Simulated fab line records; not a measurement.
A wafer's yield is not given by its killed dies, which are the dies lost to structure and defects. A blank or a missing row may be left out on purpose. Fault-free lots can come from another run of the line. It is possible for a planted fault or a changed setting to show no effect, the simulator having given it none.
A struck lot beside a sound one :: flow sky130 :: 28 out of 708 route steps
Sound: wafers L449.1, L449.3, L449.4. Wafers struck: L442.2, L442.4, L442.6. The cause comes at the end.
For every step that has rows: the tool of each side, followed by ch and its chambers, followed by its first start. Under that, the readings that differ: sound wafers :: struck wafers :: difference of the means :: sigmas: that difference in standard deviations of wafers without a fault.
alike: words and numbers the same on both sides, and readings whose means are apart by under 2 such deviations; not compared: readings that were withheld, readings missing a value for some wafer, numbers with overlapping values and no deviation given by the record, and bounds like >300 which may hide the same value.
A row with sigmas, a row that says differs or no value, or rows on one side alone: a step with any of these is where the two part. Numbers that don't overlap but have no deviation are shown without sigmas and don't part them. Lack of a reading on every wafer of one side parts them only where that side has two or more wafers.

SKY_VIA4_ETCH_12: etches SiO2 in C4F8/O2/Ar, stops on TiN, target depth 580 nm.
  sound on rie diel-04 ch 1,2,3, day 46 14:12; struck on rie diel-01 ch 0,1,2, day 44 16:45
  alike: oes product au, rf fwd power W
SKY_VIA4_STRIP_13: strips in O2/N2.
  sound on plasma asher-02 ch 0,1, day 46 14:16; struck on plasma asher-04 ch 0,1, day 44 16:50
  alike: drypump motor current A, oes product au, strip time to endpoint s
  not compared: rf hours counter h
then, 5 steps without rows for these wafers: SKY_VIA4_STRIP_14 (strips in post etch residue remover, time 1200 s); SKY_VIA4_CLEAN_15 (cleans in IPA, time 180 s); SKY_VIA4_CLEAN_16 (cleans in O3/DIW); SKY_VIA4_SPUTTER_17 (material TiN, target thk 20 nm, time 80 s); SKY_VIA4_CVD_18 (deposits W, target thk 505 nm, time 152.14 s).
SKY_VIA4_RS_MEAS_19: a four-point-probe measurement.
  struck on film metro-02, day 44 17:39; sound on film metro-04, day 46 15:12
  alike: VIA4_W_RS
SKY_VIA4_THK_MEAS_20: measures by xrf.
  struck on film metro-02, day 44 17:46; sound on film metro-04, day 46 15:19
  alike: VIA4_W_THK
SKY_VIA4_CMP_21: polishes, stops on SiO2, t overpolish 25 s, target thk 0 nm.
  sound on cmp-01 ch 0,1,3, day 46 15:34; struck on cmp-01 ch 1,2,3, day 44 17:55
  alike: motor current A, overpolish run s, time to endpoint s
then, 1 step without rows for these wafers: SKY_METAL5_SPUTTER_00 (material Ti, target thk 15 nm, time 10 s).
SKY_METAL5_SPUTTER_01: material TiN, target thk 20 nm, time 16.7 s.
  struck on pvd sputter-03, day 44 18:08; sound on pvd sputter-02, day 46 15:53
  alike: chamber pressure pa, throttle valve pct
SKY_METAL5_SPUTTER_02: material AlCu, target thk 1150 nm, time 61.2 s.
  struck on pvd sputter-03, day 44 18:10; sound on pvd sputter-02, day 46 15:55
reading: chamber pressure pa (Pa)
sound: 0.4006 0.4003 0.4002
struck: 0.6927 0.6923 0.6940
difference: +0.2926
sigmas: +99 or more

reading: throttle valve pct (%)
sound: 28.5 29.3 28.5
struck: 22.8 22.6 23.0
difference: -6.0
sigmas: -5

reading: model.AlCu_of_METAL5_SPUTTER_02.thk nm (nm)
sound: 1139 1136 1134
struck: 996.6 991.4 982
difference: -146.3
sigmas: 
SKY_METAL5_SPUTTER_03: material Ti, target thk 5 nm, time 3.3 s.
  struck on pvd sputter-03, day 44 18:13; sound on pvd sputter-02, day 46 15:58
  alike: chamber pressure pa, throttle valve pct
then, 1 step without rows for these wafers: SKY_METAL5_SPUTTER_04 (material TiN, target thk 70 nm, time 58.3 s).
SKY_METAL5_RS_MEAS_05: a four-point-probe measurement.
  struck on film metro-04, day 44 18:18; sound on film metro-03, day 46 16:02
reading: METAL5_ALCU_RS (ohm/sq)
sound: 0.0274 0.0275 0.0275
struck: 0.0315 0.0317 0.0319
difference: +0.0042
sigmas: +13
SKY_METAL5_THK_MEAS_06: measures by xrf.
  struck on film metro-04, day 44 18:25; sound on film metro-03, day 46 16:09
reading: METAL5_ALCU_THK (nm)
sound: 1151 1156 1147
struck: 1001 998 985
difference: -157
sigmas: -10
then, 8 steps without rows for these wafers: SKY_METAL5_DEHYDRATE_07 (time 60 s); SKY_METAL5_HMDS_08 (prime time 60 s); SKY_METAL5_COAT_09 (resist thk 1800 nm); SKY_METAL5_SOFTBAKE_10 (time 60 s); SKY_METAL5_EXPOSE_11 (exposes mask MM5, target cd 1600 nm); SKY_METAL5_PEB_12; SKY_METAL5_DEVELOP_13 (develop time 60 s); SKY_METAL5_DESCUM_14 (chemistry O2, time 11 s).
SKY_METAL5_METAL_ETCH_15: etches the open film in Cl2/BCl3, stops on SiO2, target depth 1260 nm, time 247.3 s.
  sound on rie metal-03 ch 1, day 47 12:20; struck on rie metal-02 ch 0, day 45 15:40
reading: oes product au (a.u.)
sound: 0.911 0.905 0.915
struck: 0.851 0.841 0.836
difference: -0.068
sigmas: -14
  alike: drypump motor current A, rf fwd power W, throttle valve pct
  not compared: rf hours counter h
then, 1 step without rows for these wafers: SKY_METAL5_STRIP_16 (strips in O2/N2).
SKY_PAD_OPEN_PROBE_99:
  struck on prober-02, day 47 12:45; sound on prober-01, day 49 05:36
reading: model.etest.met5.rs ohm sq
sound: 0.02727 0.02779 0.02741
struck: 0.03118 0.03175 0.0321
difference: +0.00419
sigmas: 

reading: model.etest.met5.line ohm um
sound: 0.01698 0.01733 0.01708
struck: 0.01936 0.01979 0.01998
difference: +0.00258
sigmas: 
  alike: defect limited yield, killed_at_M0_to_M3, killed_at_M4_up, killed at contacts, killed at front end, killed at other, killed dies, killed open, killed short, sort_bin_3_pad_short, sort_bin_5_function, sort_bin_6_memory, sort n pass, sort yield pct

WHERE THEY PART
Earliest at SKY_METAL5_SPUTTER_02; latest, in this record, at SKY_METAL5_METAL_ETCH_15. Later steps at which nothing parts them and some readings are alike: SKY_PAD_OPEN_PROBE_99.

WHY: the cause the simulator had injected
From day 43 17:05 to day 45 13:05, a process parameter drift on pvd sputter-03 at SKY_METAL5_SPUTTER_02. From 0.4, the setting chamber pressure pa moved by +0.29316. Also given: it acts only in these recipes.
